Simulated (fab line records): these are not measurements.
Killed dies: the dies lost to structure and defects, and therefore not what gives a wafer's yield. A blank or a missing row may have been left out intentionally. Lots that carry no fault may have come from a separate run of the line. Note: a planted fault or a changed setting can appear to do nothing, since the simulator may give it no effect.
Which of the tools did it? :: flow sky130 :: 6 lots, 18 wafers sampled, at 1 step of a route of 708

WHAT THE GAUGES SHOWED, per wafer
SKY_LDD_HVN_TW_MEAS_10.
lot: L163
measured: day 20 16:07
on: film_metro-04
LDD_HVN_TW: 1434 1430 1431

lot: L165
measured: day 22 04:19
on: film_metro-04
LDD_HVN_TW: 1444 1433 1428

lot: L166
measured: day 22 13:27
on: film_metro-02
LDD_HVN_TW: 1421 1425 1418

lot: L169
measured: day 23 22:16
on: film_metro-03
LDD_HVN_TW: 1444 1453 1447

lot: L170
measured: day 24 08:36
on: film_metro-04
LDD_HVN_TW: 1441 1444 1434

lot: L181
measured: day 27 13:04
on: film_metro-04
LDD_HVN_TW: 1434 1434 1439

EACH LOT AND THE TOOL THAT RAN IT (in order: tool; ch and the chambers of the sampled wafers; start)
Record: no process step prior to these readings.

THE ANSWER, worked out from the rows above alone
Rule: usual is defined by the lots themselves. The widest of any qualifying gaps counts: lots, ordered by their means at a reading, are off when they make up no more than a third of the lots, leave a main group of 4 or more, and stand apart from it by 3 or more times the standard deviation of that group's means. A main group whose means are all the same, to the digits that the tables above print for the reading, isn't used. A lot without any number at a reading at which 4 lots or more have one is off too. All remaining lots with rows at the step are treated as sound.
No lot is off on any of the readings shown, so nothing can be concluded from this.

WHAT WAS PUT IN BY THE SIMULATOR
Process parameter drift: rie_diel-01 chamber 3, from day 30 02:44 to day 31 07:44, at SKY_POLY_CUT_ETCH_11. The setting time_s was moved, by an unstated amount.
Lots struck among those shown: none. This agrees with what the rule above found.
